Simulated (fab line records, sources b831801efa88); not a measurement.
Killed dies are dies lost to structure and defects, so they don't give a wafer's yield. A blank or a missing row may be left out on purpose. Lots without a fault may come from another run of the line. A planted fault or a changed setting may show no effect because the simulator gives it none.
One fault seen from 2 desks | flow gf180mcu | each desk has only its own numbers; what lay behind them comes last

THE TOOL OWNER'S DESK: krf_scanner-01
The tool's own readings at GF_V3_EXPOSE_11 (exposes mask Via3, target cd 260 nm): means of the sampled wafers that have a number, for each lot that ran on this tool. A lot is out of limits, marked OUT, if its mean lies more than 4 standard deviations from the usual mean; the brackets give that distance.
Columns: A = stage_vel_mm_s at GF_V3_EXPOSE_11, usual 499.97 mm/s
lot  | first seen here | A
L726 | day 22 06:22    | 499.96
L727 | day 23 06:42    | 499.47
L729 | day 23 19:49    | 499.68
L730 | day 23 23:47    | 499.54
L736 | day 25 21:11    | 499.87
L737 | day 26 01:22    | 499.81
L738 | day 26 17:24    | 500.07
L739 | day 26 21:19    | 500.18
L741 | day 27 15:49    | 499.96
This desk's finding: nothing out of limits on any of the 9 lots.

THE METROLOGY DESK
What the gauges read, lot by lot, whatever tool the lot ran on: means of the sampled wafers that have a number. A lot is out of limits, marked OUT, if its mean lies more than 4 standard deviations from the usual mean; the brackets give that distance.
Columns: A = V2_W_RS at GF_V2_RS_MEAS_24, usual 0.327 ohm/sq; B = cd_nm at GF_V3_CD_MEAS_14, usual 259.6 nm
lot  | first seen here | A     | B
L725 | day 20 05:08    | 0.328 | 259.3
L726 | day 20 16:49    | 0.327 | 260.6
L727 | day 21 18:44    | 0.332 | 260.0
L729 | day 22 02:38    | 0.330 | 258.1
L730 | day 22 06:52    | 0.324 | 260.1
L733 | day 23 16:02    | 0.328 | 258.3
L735 | day 24 11:04    | 0.326 | 261.2
L736 | day 24 11:34    | 0.327 | 260.0
L737 | day 24 14:03    | 0.324 | 259.6
L738 | day 25 09:14    | 0.324 | 259.4
L739 | day 25 11:31    | 0.321 | 258.9
L741 | day 26 08:10    | 0.328 | 263.1
L747 | day 27 13:10    | 0.323 | 259.2
This desk's finding: nothing out of limits on any of the 13 lots.

PUT TOGETHER
The tool owner's desk saw nothing out of limits.
The metrology desk saw nothing out of limits.

WHAT THE SIMULATOR HAD PUT IN
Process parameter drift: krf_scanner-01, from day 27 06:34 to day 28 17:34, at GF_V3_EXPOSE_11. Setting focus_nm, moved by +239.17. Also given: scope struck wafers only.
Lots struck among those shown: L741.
